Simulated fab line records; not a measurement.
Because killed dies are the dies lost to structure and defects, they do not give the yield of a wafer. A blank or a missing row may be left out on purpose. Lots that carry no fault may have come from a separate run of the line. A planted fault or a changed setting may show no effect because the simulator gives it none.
Which tool is to blame? + flow sky130 + 14 lots with 41 wafers sampled at 4 steps, on a route of 708 steps

== WHAT THE GAUGES SHOWED, per wafer ==
SKY_NWELL_TW_MEAS_15.
| lot  | measured     | on            | NWELL_TW       |
|------|--------------|---------------|----------------|
| L354 | day 4 17:07  | film metro-03 | 1814 1814 1803 |
| L355 | day 4 21:17  | film metro-03 | 1816 1817 1812 |
| L356 | day 5 01:11  | film metro-02 | 1810 1819 1809 |
| L357 | day 5 06:22  | film metro-01 | 1839 1831 1833 |
| L358 | day 5 14:43  | film metro-01 | 1830 1817 1831 |
| L359 | day 5 17:19  | film metro-02 | 1816 1818 1814 |
| L360 | day 6 00:13  | film metro-03 | 1823 1821 1812 |
| L361 | day 6 05:58  | film metro-01 | 1830 1839 1713 |
| L363 | day 6 17:44  | film metro-01 | 1836 1725      |
| L371 | day 8 20:51  | film metro-03 | 1824 1838 1817 |
| L373 | day 9 05:01  | film metro-01 | 1841 1834 1840 |
| L374 | day 9 12:15  | film metro-02 | 1831 1826 1829 |
| L375 | day 10 02:26 | film metro-01 | 1835 1842 1831 |
| L376 | day 10 08:56 | film metro-01 | 1842 1840 1836 |

SKY_NWELL_RS_MEAS_29: uses a four-point probe to measure.
| lot  | measured     | on            | NWELL_RS (ohm/sq) |
|------|--------------|---------------|-------------------|
| L354 | day 5 10:01  | film metro-01 | 626.0 623.7 625.0 |
| L355 | day 5 14:54  | film metro-02 | 625.7 625.6 624.3 |
| L356 | day 5 19:08  | film metro-01 | 621.3 622.7 622.0 |
| L357 | day 6 00:31  | film metro-03 | 623.9 623.8 624.0 |
| L358 | day 6 09:05  | film metro-01 | 623.4 624.9 623.5 |
| L359 | day 6 12:23  | film metro-01 | 622.0 622.7 623.1 |
| L360 | day 6 19:31  | film metro-01 | 622.8 624.5 623.3 |
| L361 | day 7 01:47  | film metro-02 | 624.5 625.8 703.5 |
| L363 | day 7 13:14  | film metro-02 | 627.1 702.8       |
| L371 | day 9 19:04  | film metro-03 | 625.2 624.7 626.1 |
| L373 | day 10 02:43 | film metro-03 | 622.5 625.8 623.0 |
| L374 | day 10 10:43 | film metro-01 | 623.2 622.5 621.5 |
| L375 | day 11 01:17 | film metro-01 | 619.5 620.8 620.9 |
| L376 | day 11 08:39 | film metro-03 | 624.3 622.3 624.0 |

SKY_VT_ADJUST_HVTP_OVL_MEAS_08.
| lot  | measured     | on         | VT_ADJUST_HVTP_OVL (nm) |
|------|--------------|------------|-------------------------|
| L354 | day 6 05:10  | overlay-01 | 0.3 -0.4 -1.9           |
| L355 | day 6 09:38  | overlay-02 | -2.1 -3.2 -3.0          |
| L356 | day 6 14:14  | overlay-01 | 0.7 -1.3 0.4            |
| L357 | day 6 19:49  | overlay-01 | -0.2 -0.2 0.2           |
| L358 | day 7 04:23  | overlay-02 | -0.2 -0.3 -0.4          |
| L359 | day 7 07:23  | overlay-01 | -2.4 -2.7 -1.9          |
| L360 | day 7 14:30  | overlay-01 | -1.4 -0.1 1.6           |
| L361 | day 7 20:45  | overlay-02 | 1.1 -0.8 1.7            |
| L363 | day 8 09:15  | overlay-02 | -1.3 0.1                |
| L371 | day 10 17:47 | overlay-01 | -0.3 -2.2 -1.3          |
| L373 | day 11 02:09 | overlay-01 | -1.1 -0.5 0.0           |
| L374 | day 11 10:10 | overlay-01 | -2.9 -2.8 -2.7          |
| L375 | day 12 01:27 | overlay-02 | -2.7 -2.5 -1.9          |
| L376 | day 12 08:39 | overlay-02 | -0.1 0.0 1.2            |

== WHAT TOOL EACH LOT RAN ON (gives the tool, then ch and the chambers of the sampled wafers, and finally the start) ==
| lot  | SKY_NWELL_IMPLANT_11            |
|------|---------------------------------|
| L354 | implanter-03 ch 0, day 4 16:34  |
| L355 | implanter-03 ch 0, day 4 20:45  |
| L356 | implanter-03 ch 0, day 5 00:40  |
| L357 | implanter-02 ch 0, day 5 05:50  |
| L358 | implanter-03 ch 0, day 5 14:10  |
| L359 | implanter-03 ch 0, day 5 16:47  |
| L360 | implanter-04 ch 0, day 5 23:40  |
| L361 | implanter-03 ch 0, day 6 05:25  |
| L363 | implanter-03 ch 0, day 6 17:14  |
| L371 | implanter-04 ch 0, day 8 20:19  |
| L373 | implanter-04 ch 0, day 9 04:28  |
| L374 | implanter-03 ch 0, day 9 11:43  |
| L375 | implanter-02 ch 0, day 10 01:53 |
| L376 | implanter-03 ch 0, day 10 08:23 |
- SKY_NWELL_IMPLANT_11

== WHAT THE TOOLS THEMSELVES READ (means of the sampled wafers that have a number; where no wafer has one, the mark that the record gives instead) ==
SKY_NWELL_IMPLANT_11.
| lot  | tool         | beam on s (s) | faraday current uA |
|------|--------------|---------------|--------------------|
| L354 | implanter-03 | 10.02         | 106.8              |
| L355 | implanter-03 | 10.03         | 106.9              |
| L356 | implanter-03 | 9.96          | 107.4              |
| L357 | implanter-02 | 9.77          | 109.3              |
| L358 | implanter-03 | 9.80          | 109.1              |
| L359 | implanter-03 | 9.97          | 107.2              |
| L360 | implanter-04 | 9.91          | 107.7              |
| L361 | implanter-03 | 9.44          | 114.9              |
| L363 | implanter-03 | 8.92          | 121.4              |
| L371 | implanter-04 | 9.93          | 107.9              |
| L373 | implanter-04 | 10.01         | 107.1              |
| L374 | implanter-03 | 9.91          | 107.9              |
| L375 | implanter-02 | 9.97          | 107.6              |
| L376 | implanter-03 | 10.00         | 107.3              |

== THE ANSWER, worked out from the rows above alone ==
Rule: the usual values come from the lots themselves. The widest of any qualifying gaps counts: lots, ordered by their means at a reading, are off when they make up no more than a third of the lots, leave a main group of 4 or more, and stand apart from it by 3 or more times the standard deviation of that group's means. If all means in a main group match to the digits the tables above print for the reading, that group is not used. Also off: a lot with no number at a reading for which 4 or more lots have one. Any other lot the step has rows for is counted as sound. The gauges are gone through in route order, then the tools' own readings, and for those a lot's mean is taken as printed above. The first step at which some lot is off is used, and at that step the reading that is off furthest; a lot without a number counts as furthest.
Off: at SKY_NWELL_RS_MEAS_29 (NWELL_RS), L361, L363. For the main group the mean is 623.5 ohm/sq and the standard deviation 1.4.
A tool fits if, at a process step before that reading, it ran every lot that is off, and no sound lot after the first of them. The gauges at SKY_NWELL_RS_MEAS_29 aren't tried: what is off there is off at SKY_NWELL_IMPLANT_11 too, on other tools, and a gauge's error can't cause that. None of those tried fits.

== WHAT THE SIMULATOR PUT IN ==
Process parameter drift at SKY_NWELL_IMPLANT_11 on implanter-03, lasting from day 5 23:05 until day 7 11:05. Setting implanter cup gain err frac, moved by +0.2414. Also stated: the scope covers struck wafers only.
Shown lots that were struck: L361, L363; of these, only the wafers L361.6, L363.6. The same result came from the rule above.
